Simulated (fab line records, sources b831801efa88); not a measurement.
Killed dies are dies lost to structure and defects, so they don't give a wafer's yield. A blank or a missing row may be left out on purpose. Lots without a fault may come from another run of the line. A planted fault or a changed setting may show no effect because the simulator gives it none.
A struck lot beside a sound one | flow sky130 | 16 steps out of a route of 708
Sound: wafers L240.1, L240.2, L240.6. Struck: wafers L243.2, L243.4, L243.6. The cause comes at the end.
At each step with rows: each side's tool, then ch and its chambers, then its first start. Under that, the readings that differ: sound wafers | struck wafers | difference of the means | sigmas: that difference in standard deviations of wafers without a fault.
alike: readings whose means differ by less than 2 such deviations, and words and numbers that are the same on both sides. not compared: withheld readings, readings that some wafer has no value for, bounds like >300 that may hide the same value, and numbers for which the record gives no deviation and whose values overlap.
The two part at a step that has a row with sigmas, a row that says differs or no value, or rows on one side only. Numbers that don't overlap but have no deviation are shown without sigmas and don't part them. A reading that every wafer of one side lacks parts them only if that side has two wafers or more.

first, 1 step without rows for these wafers: SKY_VIA4_HDPCVD_00 (deposits SiO2, target thk 1750 nm, time 291.7 s).
SKY_VIA4_THK_MEAS_01:
  sound on film_metro-02, day 42 18:26; struck on film_metro-02, day 43 19:22
  alike: VIA4_HDPCVD_THK
SKY_VIA4_CMP_02: polishes SiO2.
  sound on cmp-01 ch 0,1,3, day 42 18:36; struck on cmp-02 ch 1,2, day 43 19:27
  alike: motor_current_A
SKY_VIA4_BOW_MEAS_03:
  sound on film_metro-01, day 42 18:48; struck on film_metro-02, day 43 19:46
  alike: VIA4_BOW
then, 7 steps without rows for these wafers: SKY_VIA4_DEHYDRATE_04 (time 60 s); SKY_VIA4_HMDS_05 (prime time 60 s); SKY_VIA4_COAT_06 (resist thk 1140 nm); SKY_VIA4_SOFTBAKE_07 (time 60 s); SKY_VIA4_EXPOSE_08 (exposes mask VIM4, target cd 800 nm); SKY_VIA4_PEB_09; SKY_VIA4_DEVELOP_10 (develop time 60 s).
SKY_VIA4_OVL_MEAS_11:
  sound on overlay-01, day 43 17:44; struck on overlay-01, day 44 18:17
  alike: VIA4_OVL
SKY_VIA4_ETCH_12: etches SiO2 in C4F8/O2/Ar, stops on TiN, target depth 580 nm.
  sound on rie_diel-03 ch 0,1,3, day 43 17:46; struck on rie_diel-02 ch 0,1,3, day 44 18:19
  no value came back on the struck wafers for bias_w (W), chamber_pressure_mTorr (mTorr), oes_product_au (a.u.); on the sound wafers bias_w (W) reads 1207 1200 1199
  reading                                   | sound          | struck         | difference | sigmas
  model.NOVOLAK_of_VIA4_COAT_06.thk_nm (nm) | 1010 1004 1007 | 1142 1140 1143 | +135       |
SKY_VIA4_STRIP_13: strips in O2/N2.
  sound on plasma_asher-04 ch 0,1, day 43 17:50; struck on plasma_asher-03 ch 0, day 44 18:23
  reading                      | sound                | struck               | difference | sigmas
  strip_time_to_endpoint_s (s) | 12.800 12.789 12.811 | 14.200 14.187 14.222 | +1.403     | +54
  alike: drypump_motor_current_A, oes_product_au
  not compared: rf_hours_counter_h
then, 1 step without rows for these wafers: SKY_VIA4_STRIP_14 (strips in post etch residue remover, time 1200 s).
-- the record jumps here: 3 days lie between the struck wafers' starts before and after (it left off in module VIA4 and takes up again in module PAD_OPEN, whose first step shown is number 708 of the route) --
SKY_PAD_OPEN_PROBE_99:
  sound on prober-02, day 46 16:21; struck on prober-01, day 47 15:26
  reading                  | sound          | struck                                                               | difference                   | sigmas
  hold                     | - - -          | await_dispo/1.7h/scrap await_dispo/1.7h/scrap await_dispo/1.7h/scrap | no value on the sound wafers |
  defect_limited_yield (%) | 83.3 82.5 81.5 | 0 0 0                                                                | -82                          | -37
  killed_at_M4_up          | 5 3 7          | 413 401 409                                                          | +403                         | +99 or more
  killed_dies              | 82 86 91       | 492 492 492                                                          | +406                         | +37
  killed_on_rim            | 14 13 14       | 96 96 96                                                             | +82                          | +20
  sort_bin_5_function (%)  | 12.4 11.2 10.6 | 92.9 93.5 92.3                                                       | +81.5                        | +51
  sort_n_pass              | 410 406 401    | 0 0 0                                                                | -406                         | -37
  sort_yield_pct (%)       | 83.3 82.5 81.5 | 0 0 0                                                                | -82                          | -37
  alike: killed_at_M0_to_M3, killed_at_contacts, killed_at_front_end, killed_at_other, killed_open, killed_short, sort_bin_3_pad_short, sort_bin_6_memory

WHERE THEY PART
First at SKY_VIA4_ETCH_12; last, within this record, at SKY_PAD_OPEN_PROBE_99.

WHY: what the simulator had put in
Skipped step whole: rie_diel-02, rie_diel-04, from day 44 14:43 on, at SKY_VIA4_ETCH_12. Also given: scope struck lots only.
